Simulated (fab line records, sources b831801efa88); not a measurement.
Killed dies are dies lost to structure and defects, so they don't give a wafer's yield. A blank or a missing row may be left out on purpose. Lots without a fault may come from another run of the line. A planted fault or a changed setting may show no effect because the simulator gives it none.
Chamber matching | flow gf180mcu | GF_V5_CMP_26 on cmp-02: 4 sister chambers
The step polishes, stops on SiO2, t overpolish 15 s, target thk 0 nm. 18 wafers are shown with their chamber, then 9 later ones without.

WAFERS WITH THEIR CHAMBER
wafer  | chamber | motor_current_A (A) | time_to_endpoint_s (s) | overpolish_run_s (s)
L636.1 | 1       | 9.9                 | 90                     | 15.003
L636.2 | 3       | 12.2                | 83                     | 15.004
L636.5 | 2       | 9.9                 | 82                     | 15.008
L638.2 | 0       | 10.7                | 93                     | 15.009
L638.3 | 1       | 10.0                | 89                     | 15.014
L638.6 | 1       | 9.9                 | 90                     | 15.008
L639.1 | 0       | 10.8                | 94                     | 15.000
L639.3 | 3       | 12.2                | 85                     | 14.999
L639.6 | 1       | 10.0                | 90                     | 14.996
L641.1 | 0       | 10.5                | 96                     | 14.998
L641.5 | 0       | 10.8                | 93                     | 14.996
L641.6 | 3       | 12.5                | 87                     | 15.011
L645.1 | 3       | 13.1                | 84                     | 15.002
L645.3 | 1       | 9.9                 | 87                     | 15.006
L645.6 | 2       | 10.1                | 81                     | 14.997
L646.3 | 1       | 10.2                | 92                     | 15.012
L646.5 | 0       | 11.0                | 93                     | 14.999
L646.6 | 1       | 9.8                 | 91                     | 15.002

SIGNATURES (means of the wafers above)
reading            | chamber 0 | chamber 1 | chamber 2 | chamber 3 | scatter within a chamber
motor_current_A    | 10.760    | 9.957     | 10.000    | 12.500    | 0.237
time_to_endpoint_s | 93.80     | 89.86     | 81.50     | 84.75     | 1.49
overpolish_run_s   | 15.00040  | 15.00586  | 15.00250  | 15.00400  | 0.00579
Rule: a wafer's distance from a chamber is the root of the sum, over the readings, of the square of ((its reading less the chamber's mean) divided by the reading's scatter). The wafer belongs to the nearest chamber; if the next one is less than 2 further off, it can't be placed. The scatter: the root of (the sum of the squares of (reading less its chamber's mean) over the shown wafers, divided by (wafers less chambers)).

WAFERS WITHOUT THEIR CHAMBER
wafer  | motor_current_A (A) | time_to_endpoint_s (s) | overpolish_run_s (s)
L654.2 | 10.0                | 86                     | 14.991
L654.5 | 11.0                | 88                     | 15.010
L654.6 | 9.5                 | 93                     | 14.997
L656.2 | 12.8                | 83                     | 14.989
L656.3 | 10.9                | 86                     | 15.016
L656.6 | 10.3                | 79                     | 14.992
L658.1 | 10.3                | 87                     | 15.002
L658.4 | 9.7                 | 82                     | 14.995
L658.6 | 9.9                 | 80                     | 14.995

WHICH CHAMBER EACH WENT THROUGH
wafer  | from the rows above          | in truth
L654.2 | can't be placed: 2 or 1      | 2
L654.5 | can't be placed: 0 or 1 or 2 | 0
L654.6 | 1                            | 1
L656.2 | 3                            | 3
L656.3 | can't be placed: 1 or 2 or 0 | 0
L656.6 | 2                            | 2
L658.1 | can't be placed: 1 or 2      | 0
L658.4 | 2                            | 2
L658.6 | 2                            | 2
Placed correctly: 5 of 9. Can't be placed from these rows: 4 (the true chamber is among the candidates in 3). Placed wrongly: 0.
